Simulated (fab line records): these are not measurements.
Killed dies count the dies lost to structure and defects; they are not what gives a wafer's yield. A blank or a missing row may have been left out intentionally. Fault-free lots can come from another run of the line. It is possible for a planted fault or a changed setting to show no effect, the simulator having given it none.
Matching of chambers | flow sky130 | wetBench-01 running SKY_FIELD_ISO_WET_ETCH_30: 4 sister chambers
The step etches SiO2 in dHF, target depth 25 nm, time 50 s. 16 wafers are shown with their chamber, then 8 later ones without.

## WAFERS PAIRED WITH THEIR CHAMBERS
wafer  | chamber | runLengthS (s)
L168.2 | 2       | 80.6
L168.3 | 2       | 80.6
L168.5 | 2       | 80.6
L169.1 | 1       | 77.4
L169.3 | 1       | 77.4
L169.5 | 1       | 77.4
L174.3 | 1       | 79.4
L174.4 | 1       | 79.4
L174.6 | 1       | 79.4
L183.1 | 1       | 78.4
L183.3 | 1       | 78.4
L183.4 | 1       | 78.4
L182.1 | 0       | 76.9
L182.2 | 0       | 76.9
L182.4 | 0       | 76.9
L185.2 | 3       | 82.7

SIGNATURES (means of the wafers above)
reading    | chamber 0 | chamber 1 | chamber 2 | chamber 3 | scatter within a chamber
runLengthS | 76.900    | 78.400    | 80.600    | 82.700    | 0.707
Rule: a wafer's distance from a chamber is the root of the sum, over the readings, of the square of ((its reading less the chamber's mean) divided by the reading's scatter). The wafer belongs to the nearest chamber; if the next one is less than 2 further off, it can't be placed. The scatter is the square root of a quotient: the sum, over the shown wafers, of each reading's squared deviation from its chamber's mean, divided by wafers minus chambers.

## WAFERS WITH NO CHAMBER GIVEN
wafer  | runLengthS (s)
L185.3 | 82.7
L185.6 | 82.7
L186.3 | 76.6
L186.4 | 76.6
L186.5 | 76.6
L187.1 | 75.3
L187.2 | 75.3
L187.5 | 75.3

## WHICH CHAMBER EACH WENT THROUGH
wafer  | from the rows above | in truth
L185.3 | 3                   | 3
L185.6 | 3                   | 3
L186.3 | 0                   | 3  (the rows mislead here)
L186.4 | 0                   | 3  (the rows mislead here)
L186.5 | 0                   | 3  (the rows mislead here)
L187.1 | 0                   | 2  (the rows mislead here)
L187.2 | 0                   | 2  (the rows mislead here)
L187.5 | 0                   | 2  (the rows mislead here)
Placed correctly: 2 of 8. Number that these rows cannot place: 0. Number placed wrongly: 6.
